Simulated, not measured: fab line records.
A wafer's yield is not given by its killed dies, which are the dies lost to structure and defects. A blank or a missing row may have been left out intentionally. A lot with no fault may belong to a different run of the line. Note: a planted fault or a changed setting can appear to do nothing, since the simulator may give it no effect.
One fault through the eyes of 2 desks ; flow gf180mcu ; only its own numbers are on each desk; what lay behind them is given at the end

METROLOGY DESK
What the gauges read for every lot (on any tool): the sampled wafers with a number, averaged. The brackets show how far a lot's mean lies from the usual mean; more than 4 standard deviations puts the lot out of limits, marked OUT.
Columns: A = M3_ALCU_THK at GF_M3_THK_MEAS_06, usual 450 nm; B = M3_OVL at GF_M3_OVL_MEAS_15, usual -1 nm; C = V3_BOW at GF_V3_BOW_MEAS_05, usual 116 um
lot;first seen here;A;B;C
L394;day 20 11:35;453;5;109
L398;day 22 00:29;447;-2;124
L400;day 22 14:33;457;-6;109
L401;day 23 00:47;456;-9;115
L408;day 25 09:28;454;1;115
L409;day 25 19:30;448;0;120
L410;day 26 01:51;445;-4;119
L412;day 26 14:46;455;0;106
L413;day 26 20:47;444;3;120
L414;day 27 02:01;448;-9;125
L415;day 27 07:07;441;0;107
L416;day 27 14:46;449;4;120
L417;day 28 01:37;446;-8;126
Result from this desk: across the 13 lots, nothing is out of limits.

THE TOOL OWNER'S DESK: cmp-02
The tool's own readings at GF_V3_CMP_04 (polishes SiO2): means of the sampled wafers that have a number, for each lot that ran on this tool. The brackets show how far a lot's mean lies from the usual mean; more than 4 standard deviations puts the lot out of limits, marked OUT.
Columns: A = motor_current_A at GF_V3_CMP_04, usual 12.1 A; B = time_to_endpoint_s at GF_V3_CMP_04, usual 78 s
lot;first seen here;A;B
L394;day 21 12:49;12.4;86
L398;day 23 01:02;12.8;83
L408;day 26 07:26;13.0;69
L409;day 26 16:53;13.3;73
L413;day 27 17:45;12.7;79
L414;day 27 23:04;12.7;80
L416;day 28 11:26;13.0;78
L417;day 28 22:07;12.7;83
Result from this desk: across the 8 lots, nothing is out of limits.

BROUGHT TOGETHER
At the metrology desk, nothing out of limits was observed.
The desk of the tool owner found nothing out of limits.

WHAT THE SIMULATOR PUT IN
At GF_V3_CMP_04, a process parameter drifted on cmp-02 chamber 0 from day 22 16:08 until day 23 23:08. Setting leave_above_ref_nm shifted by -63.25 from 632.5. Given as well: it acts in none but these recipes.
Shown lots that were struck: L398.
